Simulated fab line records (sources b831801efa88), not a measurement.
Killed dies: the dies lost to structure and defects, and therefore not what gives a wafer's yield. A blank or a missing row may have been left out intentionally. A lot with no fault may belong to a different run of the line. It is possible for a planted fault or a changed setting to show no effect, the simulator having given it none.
Which tool is to blame? ; flow sky130 ; 7 lots with 21 wafers sampled at 3 steps, on a route of 708 steps

== WHAT THE GAUGES SHOWED, per wafer ==
SKY_LI_CONTACT_OVL_MEAS_13.
lot;measured;on;LI_CONTACT_OVL (nm)
L496;day 29 17:38;overlay-01;7 2 6
L502;day 31 22:40;overlay-01;4 -7 -4
L505;day 32 19:14;overlay-02;2 2 6
L507;day 33 11:38;overlay-01;2 0 6
L509;day 34 20:20;overlay-02;1 4 4
L513;day 35 23:11;overlay-02;-1 5 -8
L516;day 36 05:36;overlay-01;9 7 8

== WHICH TOOL RAN EACH LOT (tool, then ch and the chambers of the sampled wafers, then the start) ==
lot;SKY_LDD_LDN_STRIP_12;SKY_SD_N_DEVELOP_06
L496;plasmaAsher-04 ch 0,1, day 23 09:53;lithoTrack-02 ch 0, day 28 10:13
L502;plasmaAsher-04 ch 0,1, day 25 18:58;lithoTrack-04 ch 0, day 30 14:17
L505;plasmaAsher-03 ch 0,1, day 26 17:32;lithoTrack-01 ch 0, day 31 13:58
L507;plasmaAsher-03 ch 0,1, day 27 12:20;lithoTrack-02, day 32 06:11
L509;plasmaAsher-03 ch 0,1, day 29 00:23;lithoTrack-04, day 33 15:20
L513;plasmaAsher-03 ch 1, day 29 19:10;lithoTrack-01 ch 0, day 34 19:07
L516;plasmaAsher-02 ch 0,1, day 30 13:01;lithoTrack-04 ch 0, day 35 01:08
- SKY_LDD_LDN_STRIP_12: strips in O2/N2.
- SKY_SD_N_DEVELOP_06: develop time 60 s.

== THE ANSWER, worked out from the rows above alone ==
Rule: what is usual is taken from the lots themselves. Put in order of their means at a reading, lots are off if they are a third of the lots or fewer, leave a main group of 4 or more, and stand apart from it by a gap of 3 or more times the standard deviation of the main group's means; of several such gaps the widest counts. A main group whose means are all the same, to the digits that the tables above print for the reading, isn't used. Also off: a lot with no number at a reading for which 4 or more lots have one. The other lots that the step has rows for count as sound.
Nothing can be told from this: no lot is off at any reading shown.

== WHAT THE SIMULATOR HAD PUT IN ==
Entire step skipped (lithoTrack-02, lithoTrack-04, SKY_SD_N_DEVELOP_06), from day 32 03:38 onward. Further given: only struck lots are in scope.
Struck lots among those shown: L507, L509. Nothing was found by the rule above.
